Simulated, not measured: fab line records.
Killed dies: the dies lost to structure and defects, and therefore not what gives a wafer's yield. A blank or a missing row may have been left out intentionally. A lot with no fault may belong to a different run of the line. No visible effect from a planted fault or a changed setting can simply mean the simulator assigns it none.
A lot that was struck, set against a sound lot    flow sky130    15 steps out of a route of 708
Sound: wafers L139.2, L139.4, L139.6. Wafers struck: L135.4, L135.6. Last of all comes the cause.
Order at every step that has rows: each side's tool, ch and its chambers, its first start. Under that, the readings that differ: sound wafers    struck wafers    difference of the means    sigmas: that difference in standard deviations of wafers without a fault.
alike: a reading whose means differ by less than 2 such deviations, as well as words and numbers matching on both sides. not compared: withheld readings; readings where some wafer has no value; bounds like >300 that might hide an equal value; numbers whose values overlap and for which the record gives no deviation.
A row with sigmas, a row that says differs or no value, or rows on one side alone: a step with any of these is where the two part. Numbers that don't overlap but have no deviation are shown without sigmas and don't part them. A reading missing from all wafers of one side parts the sides only when that side holds two or more wafers.

first, 8 steps without rows for these wafers: SKY_POLY_GATE_DEHYDRATE_05 (time 60 s); SKY_POLY_GATE_HMDS_06 (prime time 60 s); SKY_POLY_GATE_COAT_07 (resist thk 110 nm); SKY_POLY_GATE_COAT_08 (resist thk 450 nm); SKY_POLY_GATE_SOFTBAKE_09 (time 90 s); SKY_POLY_GATE_EXPOSE_10 (exposes mask P1M, target cd 150 nm); SKY_POLY_GATE_PEB_11; SKY_POLY_GATE_DEVELOP_12 (develop time 60 s).
SKY_POLY_GATE_CD_MEAS_13: target cd 150 nm.
  sound: cd-sem-01 at day 26 03:05; struck: cd-sem-02 at day 26 04:48
  alike: cd-nm
SKY_POLY_GATE_OVL_MEAS_14:
  sound: overlay-01 at day 26 03:12; struck: overlay-02 at day 26 04:53
  alike: POLY_GATE_OVL
SKY_POLY_GATE_ETCH_15: etches BARC in N2/H2, stops on SiO2, time 118.5 s, target depth 110 nm.
  sound on rie-diel-01 ch 2,3, day 26 03:14; struck on rie-diel-03 ch 0,3, day 26 04:54
  alike: drypump-motor-current-A, oes-product-au, throttle-valve-pct
  not compared: rf-hours-counter-h
SKY_POLY_GATE_ETCH_16: etches Si3N4 in CH3F/O2, stops on poly-Si, time 147.5 s, target depth 75 nm.
  sound on rie-diel-01 ch 2,3, day 26 03:19; struck on rie-diel-03 ch 0,3, day 26 04:59
  alike: drypump-motor-current-A, oes-product-au, throttle-valve-pct
  not compared: rf-hours-counter-h
SKY_POLY_GATE_ETCH_17: etches poly-Si in HBr/Cl2, stops on SiO2, target depth 180 nm, time 70.5 s.
  sound on rie-si-02 ch 0,2,3, day 26 03:25; struck on rie-si-01 ch 3, day 26 05:05
reading                                           sound              struck       difference  sigmas
oes-product-au (a.u.)                             0.971 0.983 0.982  0.821 0.828  -0.154      -18
model.etch.depth-nm (nm)                          173.2 180.1 181.1  136.6 136.6  -41.5       
model.POLY_GATE.feature-depth-nm (nm)             173.2 180.1 181.1  136.6 136.6  -41.5       
model.KrF-thick_of_POLY_GATE_COAT_08.thk-nm (nm)  147.2 137.7 141.5  163.6 164.4  +21.9       
  alike: drypump-motor-current-A, throttle-valve-pct
  not compared: rf-hours-counter-h
SKY_POLY_GATE_STRIP_18: strips in O2/N2.
  sound on plasma-asher-04 ch 0,1, day 26 03:28; struck on plasma-asher-04 ch 1, day 26 05:10
reading                       sound              struck       difference  sigmas
oes-product-au (a.u.)         0.367 0.360 0.367  0.380 0.382  +0.016      +3
strip-time-to-endpoint-s (s)  3.23 3.14 3.18     3.43 3.43    +0.25       +4
  alike: drypump-motor-current-A
  not compared: rf-hours-counter-h
then, 1 step without rows for these wafers: SKY_POLY_GATE_CLEAN_19 (cleans in SC1/SC2, time 150 s).

## WHERE THEY PART
First at SKY_POLY_GATE_ETCH_17; last, within this record, at SKY_POLY_GATE_STRIP_18.

WHY: what the simulator had put in
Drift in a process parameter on rie-si-01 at SKY_POLY_GATE_ETCH_17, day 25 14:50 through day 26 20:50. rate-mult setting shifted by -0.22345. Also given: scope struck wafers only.
